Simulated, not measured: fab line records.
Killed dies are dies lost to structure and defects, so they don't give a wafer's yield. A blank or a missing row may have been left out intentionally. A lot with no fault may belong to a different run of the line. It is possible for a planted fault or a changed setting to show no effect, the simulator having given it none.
The tool behind it: which one? | flow sky130 | 30 wafers from 10 lots sampled at 6 of the route's 708 steps

WHAT THE GAUGES READ, wafer by wafer
SKY_POLY_GATE_THK_MEAS_01.
lot  | measured     | on           | POLY_GATE_CVD_00_THK (nm)
L476 | day 14 21:17 | filmMetro-02 | 179.1 180.4 178.7
L474 | day 14 22:28 | filmMetro-02 | 179.6 180.4 180.9
L484 | day 17 14:41 | filmMetro-03 | 181.2 179.8 181.0
L483 | day 17 14:41 | filmMetro-04 | 181.4 180.7 181.1
L485 | day 17 22:56 | filmMetro-03 | 178.4 179.3 179.4
L486 | day 18 02:01 | filmMetro-03 | 146.8 147.1 146.3
L487 | day 18 10:10 | filmMetro-02 | 142.5 143.2 145.0
L494 | day 21 05:40 | filmMetro-03 | 180.2 181.0 180.5
L496 | day 21 22:35 | filmMetro-03 | 178.3 180.6 180.2
L497 | day 22 03:17 | filmMetro-04 | 180.4 180.5 182.2

SKY_POLY_GATE_CD_MEAS_22.
lot  | measured     | on       | cdNm (nm)
L476 | day 17 16:26 | cdSem-01 | 146 144 145
L474 | day 17 16:14 | cdSem-02 | 149 155 153
L484 | day 20 09:15 | cdSem-02 | 155 154 152
L483 | day 20 10:30 | cdSem-01 | 151 146 146
L485 | day 20 15:19 | cdSem-02 | 144 144 149
L486 | day 20 18:16 | cdSem-02 | 148 156 147
L487 | day 21 01:51 | cdSem-02 | 149 148 150
L494 | day 23 21:23 | cdSem-02 | 154 150 150
L496 | day 24 16:13 | cdSem-01 | 143 145 147
L497 | day 24 20:21 | cdSem-02 | 148 145 150

EACH LOT AND THE TOOL THAT RAN IT (in order: tool; ch and the chambers of the sampled wafers; start)
lot  | SKY_NWELL_STRIP_14                  | SKY_NWELL_STRIP_25                  | SKY_POLY_GATE_CVD_00        | SKY_POLY_GATE_ETCH_17
L476 | plasmaAsher-04 ch 0,1, day 5 02:49  | plasmaAsher-03 ch 0,1, day 5 20:50  | lpcvd-01 ch 1, day 14 20:03 | rieSi-02 ch 0,2,3, day 17 09:23
L474 | plasmaAsher-04 ch 0,1, day 5 07:26  | plasmaAsher-01 ch 0,1, day 6 01:26  | lpcvd-01 ch 1, day 14 21:15 | rieSi-01 ch 0,2, day 17 09:15
L484 | plasmaAsher-01 ch 0,1, day 6 21:30  | plasmaAsher-01 ch 0,1, day 7 18:02  | lpcvd-01 ch 1, day 17 13:28 | rieSi-01 ch 0,2, day 20 07:43
L483 | plasmaAsher-01 ch 0,1, day 6 22:53  | plasmaAsher-03 ch 0,1, day 7 19:02  | lpcvd-01 ch 0, day 17 13:28 | rieSi-02 ch 1,2, day 20 08:04
L485 | plasmaAsher-03 ch 0,1, day 7 07:09  | plasmaAsher-04 ch 0,1, day 8 02:57  | lpcvd-01 ch 1, day 17 21:44 | rieSi-02 ch 0,2,3, day 20 13:43
L486 | plasmaAsher-03 ch 0,1, day 7 10:55  | plasmaAsher-03 ch 0,1, day 8 08:22  | lpcvd-01 ch 1, day 18 00:47 | rieSi-01 ch 0,2, day 20 16:42
L487 | plasmaAsher-04 ch 0,1, day 7 17:05  | plasmaAsher-04 ch 0,1, day 8 14:12  | lpcvd-01 ch 1, day 18 08:57 | rieSi-02 ch 0,2, day 21 00:15
L494 | plasmaAsher-03 ch 0,1, day 9 13:34  | plasmaAsher-04 ch 0,1, day 10 12:13 | lpcvd-01 ch 0, day 21 04:26 | rieSi-01 ch 0,1,3, day 23 19:38
L496 | plasmaAsher-01 ch 0,1, day 10 04:26 | plasmaAsher-04 ch 0,1, day 11 03:14 | lpcvd-01 ch 0, day 21 21:23 | rieSi-01 ch 0,2, day 24 14:10
L497 | plasmaAsher-01 ch 1, day 10 11:08   | plasmaAsher-04 ch 0, day 11 10:35   | lpcvd-01 ch 1, day 22 02:05 | rieSi-02 ch 0,1,2, day 24 18:00
- SKY_NWELL_STRIP_14: strips in O2/N2.
- SKY_NWELL_STRIP_25: strips in O2/N2.
- SKY_POLY_GATE_CVD_00: deposits poly-Si, target thk 180 nm, time 720 s.
- SKY_POLY_GATE_ETCH_17: etches poly-Si in HBr/Cl2, stops on SiO2, target depth 180 nm, time 70.5 s.

WHAT THE TOOLS THEMSELVES READ (means of the sampled wafers that have a number; where no wafer has one, the mark that the record gives instead)
SKY_NWELL_STRIP_14.
lot  | tool           | drypumpMotorCurrentA (A) | oesProductAu (a.u.) | stripTimeToEndpointS (s)
L476 | plasmaAsher-04 | 5.8                      | 0.722               | 36.90
L474 | plasmaAsher-04 | 5.8                      | 0.721               | 36.90
L484 | plasmaAsher-01 | 6.1                      | 0.721               | 36.96
L483 | plasmaAsher-01 | 6.2                      | 0.722               | 36.90
L485 | plasmaAsher-03 | 5.5                      | 0.720               | 36.94
L486 | plasmaAsher-03 | 5.5                      | 0.722               | 36.85
L487 | plasmaAsher-04 | 5.8                      | 0.720               | 36.86
L494 | plasmaAsher-03 | 5.6                      | 0.724               | 37.07
L496 | plasmaAsher-01 | 6.2                      | 0.725               | 36.89
L497 | plasmaAsher-01 | 6.3                      | 0.724               | 37.01

SKY_NWELL_STRIP_25.
lot  | tool           | drypumpMotorCurrentA (A) | oesProductAu (a.u.) | stripTimeToEndpointS (s)
L476 | plasmaAsher-03 | 5.5                      | 0.722               | 36.95
L474 | plasmaAsher-01 | 6.2                      | 0.722               | 36.75
L484 | plasmaAsher-01 | 6.2                      | 0.720               | 36.99
L483 | plasmaAsher-03 | 5.6                      | 0.722               | 36.98
L485 | plasmaAsher-04 | 6.0                      | 0.721               | 36.98
L486 | plasmaAsher-03 | 5.5                      | 0.725               | 36.95
L487 | plasmaAsher-04 | 6.0                      | 0.722               | 37.11
L494 | plasmaAsher-04 | 6.0                      | 0.719               | 37.10
L496 | plasmaAsher-04 | 6.0                      | 0.719               | 36.82
L497 | plasmaAsher-04 | 5.6                      | 0.720               | 36.89

SKY_POLY_GATE_CVD_00.
lot  | tool     | spikeTcBottomC (C) | spikeTcCentreC (C) | spikeTcLowerC (C) | spikeTcTopC (C) | spikeTcUpperC (C)
L476 | lpcvd-01 | 643                | 618.9              | 619.6             | 640.0           | 619.4
L474 | lpcvd-01 | 643                | 618.2              | 618.1             | 640.7           | 618.7
L484 | lpcvd-01 | 645                | 618.4              | 619.3             | 640.7           | 618.9
L483 | lpcvd-01 | 635                | 621.6              | 620.1             | 642.9           | 621.2
L485 | lpcvd-01 | 644                | 618.0              | 619.2             | 639.3           | 618.5
L486 | lpcvd-01 | 635                | 610.8              | 610.9             | 631.5           | 610.1
L487 | lpcvd-01 | 635                | 609.9              | 611.5             | 631.8           | 610.6
L494 | lpcvd-01 | 635                | 621.9              | 620.6             | 642.0           | 621.7
L496 | lpcvd-01 | 633                | 621.7              | 620.9             | 641.9           | 620.4
L497 | lpcvd-01 | 643                | 618.6              | 619.6             | 639.4           | 618.9

SKY_POLY_GATE_ETCH_17.
lot  | tool     | HBr_flow_sccm (sccm) | biasW (W) | drypumpMotorCurrentA (A) | oesProductAu (a.u.) | throttleValvePct (%)
L476 | rieSi-02 | 150.0                | 100.04    | 5.6                      | 0.987               | 33.678
L474 | rieSi-01 | 149.9                | 99.91     | 6.0                      | 0.972               | 33.688
L484 | rieSi-01 | 149.8                | 100.09    | 6.0                      | 0.979               | 33.684
L483 | rieSi-02 | 149.9                | 100.12    | 5.4                      | 0.984               | 33.691
L485 | rieSi-02 | 150.0                | 100.40    | 5.6                      | 0.983               | 33.695
L486 | rieSi-01 | 150.1                | 99.87     | 6.0                      | 0.861               | 33.691
L487 | rieSi-02 | 150.3                | 100.15    | 5.2                      | 0.846               | 33.685
L494 | rieSi-01 | 150.0                | 99.91     | 5.9                      | 0.992               | 33.689
L496 | rieSi-01 | 150.1                | 100.00    | 6.0                      | 0.989               | 33.689
L497 | rieSi-02 | 149.4                | 99.78     | 5.4                      | 0.987               | 33.681

THE ANSWER, worked out from the rows above alone
Rule: the lots themselves supply what counts as usual. Put in order of their means at a reading, lots are off if they are a third of the lots or fewer, leave a main group of 4 or more, and stand apart from it by a gap of 3 or more times the standard deviation of the main group's means; of several such gaps the widest counts. If all means in a main group match to the digits the tables above print for the reading, that group is not used. A lot without any number at a reading at which 4 lots or more have one is off too. All remaining lots with rows at the step are treated as sound. After the gauges, taken in route order, come the tools' own readings; for these a lot's mean is taken, as printed above. At the first step where some lot is off, the reading lying furthest off is the one used; lots without a number count as furthest.
Off: L486, L487, at SKY_POLY_GATE_THK_MEAS_01 (POLY_GATE_CVD_00_THK). The main group: mean 180.2 nm, standard deviation 0.71.
A tool fits if, at a process step before that reading, it ran every lot that is off, and no sound lot after the first of them. The gauges at SKY_POLY_GATE_THK_MEAS_01 aren't tried: what is off there is off at SKY_POLY_GATE_CVD_00 too, on other tools, and a gauge's error can't cause that. Not one of the candidates tried fits.

WHAT WAS PUT IN BY THE SIMULATOR
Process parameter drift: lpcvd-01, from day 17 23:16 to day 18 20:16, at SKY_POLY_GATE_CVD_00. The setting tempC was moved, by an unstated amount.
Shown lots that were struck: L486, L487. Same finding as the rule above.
